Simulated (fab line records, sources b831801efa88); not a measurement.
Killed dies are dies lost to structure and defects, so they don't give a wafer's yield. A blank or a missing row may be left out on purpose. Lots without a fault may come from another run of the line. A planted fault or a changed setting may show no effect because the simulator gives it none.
Problem report in the 8D (eight disciplines) form, filled by code | flow sky130 | the parts of the form that need people (team, actions taken, sign-off) are left out

1. THE PROBLEM
spin_speed_rpm at SKY_CONTACT_COAT_08 reads a mean of 3050.8 rpm on 6 wafers of 2 lots; wafers without a fault read 3000.0 rpm with a standard deviation of 1.7. That is +30 standard deviations from the usual mean.
The step: resist thk 60 nm.
First seen on wafer L674.1, day 33 20:49, on litho_track-02. The record holds 36 wafers of 12 lots with a number at this step. Rule for "out", or "out of limits": more than 4 standard deviations from the usual mean. The other wafers with a number count as sound.

2. WHAT IT IS AND WHAT IT IS NOT
question                    | is                     | is not
which readings at this step | spin_speed_rpm         | -
which lots                  | L674, L676             | L669, L670, L671, L672, L684, L685, L688, L689, L690, L691
which wafers of those lots  | all that have a number | -
read on which tools         | litho_track-02         | litho_track-01
when                        | from day 33 20:49      | up to then (12 sound wafers); but 18 sound wafers of L684, L685, L688, L689, L690, L691 came after

3. SUSPECTS, AND WHAT RULES EACH OUT
Counting: a tool at a process step up to the reading stays a suspect if it ran every lot that is out and no sound lot after the first of them.
- litho_track-02 at SKY_CONTACT_COAT_08 (resist thk 60 nm): ruled out as a lasting fault. Sound lots L684, L689, L688, L691, L690 ran on it after its first lot that is out, L674 (day 33 20:49).
Left after counting: nothing in the record.

4. THE CAUSE (what the simulator had put in)
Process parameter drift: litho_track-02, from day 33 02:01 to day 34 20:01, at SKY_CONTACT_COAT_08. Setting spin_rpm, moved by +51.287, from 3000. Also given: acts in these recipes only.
Counting ruled it out, wrongly.

5. THE CHAIN OF EFFECTS, in route order
Each row: a reading whose mean over the struck wafers that have a number lies more than 3 standard deviations from the usual. Only readings for which the record gives a usual standard deviation are gone through. hours: the time from each lot's start at the first step in this table that gives one to its start at this step, as a median over the lots. sigmas: the change in usual standard deviations.
hours | step                | reading        | usual      | on struck wafers | change | sigmas
0     | SKY_CONTACT_COAT_08 | spin_speed_rpm | 3000.0 rpm | 3050.8           | +50.8  | +30
The process steps in it:
- SKY_CONTACT_COAT_08: resist thk 60 nm.

6. WHAT WOULD HAVE CAUGHT IT SOONER
In this record the first reading out of limits was taken at day 33 20:49, 19 hours after the fault began at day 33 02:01.
